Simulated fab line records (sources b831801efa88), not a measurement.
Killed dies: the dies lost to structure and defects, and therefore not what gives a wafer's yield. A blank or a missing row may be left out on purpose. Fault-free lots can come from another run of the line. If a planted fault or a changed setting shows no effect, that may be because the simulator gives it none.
Problem report in the 8D (eight disciplines) form, filled by code	flow sky130	the parts of the form that need people (team, actions taken, sign-off) are left out

## 1. THE PROBLEM
Wafers free of any fault read 930 nm (standard deviation 14) for LI_CONTACT_HDPCVD_THK at SKY_LI_CONTACT_THK_MEAS_01, against a mean of 1190 nm on 2 wafers of 2 lots. That puts it +19 standard deviations away from the usual mean.
Earliest sighting: wafer L854.2 on filmMetro-03 at day 32 02:24. The record has a number at this step for 36 wafers belonging to 12 lots. The rule behind "out" and "out of limits": a value lying over 4 standard deviations away from the usual mean. The rest of the wafers with a number are treated as sound.

## 2. WHAT THIS IS AND IS NOT
question	is	is not
which readings at this step	LI_CONTACT_HDPCVD_THK	-
which lots	L854, L856	L842, L843, L846, L849, L850, L851, L853, L859, L864, L865
which wafers of those lots	L854.2, L856.2	L854.1, L854.6, L856.4, L856.5
read on which gauges	filmMetro-02, filmMetro-03	filmMetro-04
when	from day 32 02:24	up to then (23 sound wafers); but 11 sound wafers of L856, L859, L864, L865 came after

## 3. SUSPECTS, AND WHAT RULES EACH OUT
Counting: if a tool at a process step up to the reading ran every lot that is out, it stays a suspect. Sound lots after the first of them don't rule it out here, since some wafers of a struck lot are sound.
- the gauge at SKY_LI_CONTACT_THK_MEAS_01 is ruled out. 2 gauges (filmMetro-02, filmMetro-03) read the wafers that are out.
- plasmaAsher-04 at SKY_RES_XHIGH_STRIP_08 (strips in O2/N2): kept. It ran every lot that is out, first L854 (day 30 21:05).
- hdpcvd-01 at SKY_LI_CONTACT_HDPCVD_00 (deposits PSG, target thk 930 nm, time 155 s): kept. It ran every lot that is out, first L854 (day 32 02:17); its last sound lot up to then is L853 (day 31 17:38). Its own readings are out on those wafers: runLengthS.
- At SKY_LI_CONTACT_HDPCVD_00, inside hdpcvd-01: chamber 0 took the wafers that are out, while their sound lot-mates went through chambers 1, 2.
What counting leaves: plasmaAsher-04 at SKY_RES_XHIGH_STRIP_08 and hdpcvd-01 at SKY_LI_CONTACT_HDPCVD_00.

## 4. THE CAUSE (what the simulator had put in)
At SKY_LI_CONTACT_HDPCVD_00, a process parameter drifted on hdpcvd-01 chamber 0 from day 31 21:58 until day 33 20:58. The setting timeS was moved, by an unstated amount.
Counting leaves 2 suspects; this tool is one of them.

## 5. THE CHAIN OF EFFECTS, in route order
One row per reading whose mean, taken over the struck wafers that have a number, lies over 3 standard deviations from the usual. Scope: only readings with a usual standard deviation given in the record; hours: median across lots of the time from each lot's start at the first step in this table that gives one to its start at this step; sigmas: change in usual standard deviations.
hours	step	reading	usual	on struck wafers	change	sigmas
0	SKY_LI_CONTACT_HDPCVD_00	runLengthS	183.1 s	226.0	+42.9	+99 or more
0	SKY_LI_CONTACT_THK_MEAS_01	LI_CONTACT_HDPCVD_THK	930 nm	1190	+260	+19
0	SKY_LI_CONTACT_CMP_02	timeToEndpointS	34 s	62	+28	+7.7
Process steps it contains:
- SKY_LI_CONTACT_HDPCVD_00: deposits PSG, target thk 930 nm, time 155 s.
- SKY_LI_CONTACT_CMP_02: polishes PSG.
Later steps that measure or inspect, where all struck wafers having a row at the step show a number for every such reading and not one has moved that far: SKY_LI_CONTACT_OVL_MEAS_13.

## 6. HOW IT WOULD HAVE BEEN CAUGHT EARLIER
Counted from the fault's start at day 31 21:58, it took 4 hours until the first out-of-limits reading at a measuring or inspecting step in this record, taken at day 32 02:24.
Tool's own readings at SKY_LI_CONTACT_HDPCVD_00, runLengthS: out on all struck wafers the step has rows for; an alarm limit on them would have tripped on the first.
Lots out: 2; of these, L856 started SKY_LI_CONTACT_HDPCVD_00 on hdpcvd-01 after day 32 02:24. Holding the tool at that time would have saved it.
